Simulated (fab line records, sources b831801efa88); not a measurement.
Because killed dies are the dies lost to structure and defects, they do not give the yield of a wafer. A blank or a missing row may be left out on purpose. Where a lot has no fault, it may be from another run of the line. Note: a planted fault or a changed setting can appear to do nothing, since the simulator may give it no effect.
Problem report in the 8D (eight disciplines) form, filled by code    flow gf180mcu    the parts of the form that need people (team, actions taken, sign-off) are left out

1. THE ISSUE
Mean of susceptor_temp_C at GF_V2_CVD_23: 403.40 C across 6 wafers in 2 lots; on wafers with no fault it is 400.01 C (standard deviation 0.22). Measured from the usual mean, that is +15 standard deviations.
The step: deposits W, target thk 350 nm, time 104.94 s.
Seen first at day 25 04:50 on cvd_w-02, wafer L960.1. The record holds 33 wafers of 11 lots with a number at this step. The rule behind "out" and "out of limits": a value lying over 4 standard deviations away from the usual mean. All remaining wafers that have a number are taken as sound.

2. WHAT THIS IS AND IS NOT
question                     is                      is not
which readings at this step  susceptor_temp_C        heater_power_w
which lots                   L960, L965              L947, L948, L952, L955, L956, L958, L961, L962, L964
which wafers of those lots   all that have a number  -
read on which tools          cvd_w-02                cvd_w-01
when                         from day 25 04:50       up to then (18 sound wafers); but 9 sound wafers of L961, L962, L964 came after

3. WHAT RULES OUT EACH SUSPECT
Counting: a tool at a process step up to the reading stays a suspect if it ran every lot that is out and no sound lot after the first of them.
- cvd_w-02 at GF_V2_CVD_23 (deposits W, target thk 350 nm, time 104.94 s): kept. It ran every lot that is out, first L960 (day 25 04:50), and no sound lot after that; its last sound lot up to then is L958 (day 24 18:40). Its own susceptor_temp_C readings are out on those wafers.
Left after counting: cvd_w-02 at GF_V2_CVD_23.

4. THE CAUSE (what the simulator had put in)
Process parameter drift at GF_V2_CVD_23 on cvd_w-02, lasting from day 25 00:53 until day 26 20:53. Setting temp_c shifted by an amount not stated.
Counting left only this tool.

5. THE CHAIN OF EFFECTS, in route order
One row per reading whose mean, taken over the struck wafers that have a number, lies over 3 standard deviations from the usual. Only readings whose record carries a usual standard deviation are examined. hours: median over the lots of the time between each lot's start at the first step of this table that gives one and its start at this step. sigmas: the change, counted in usual standard deviations.
hours  step          reading           usual     on struck wafers  change  sigmas
0      GF_V2_CVD_23  susceptor_temp_C  400.01 C  403.40            +3.39   +15
Here are the process steps it includes:
- GF_V2_CVD_23: deposits W, target thk 350 nm, time 104.94 s.
Later steps that measure or inspect, where all struck wafers having a row at the step show a number for every such reading and not one has moved that far: GF_V2_RS_MEAS_24, GF_V2_THK_MEAS_25.

6. WHAT WOULD HAVE CAUGHT IT SOONER
4 hours passed between the start of the fault at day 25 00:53 and the first reading out of limits in this record, taken at day 25 04:50.
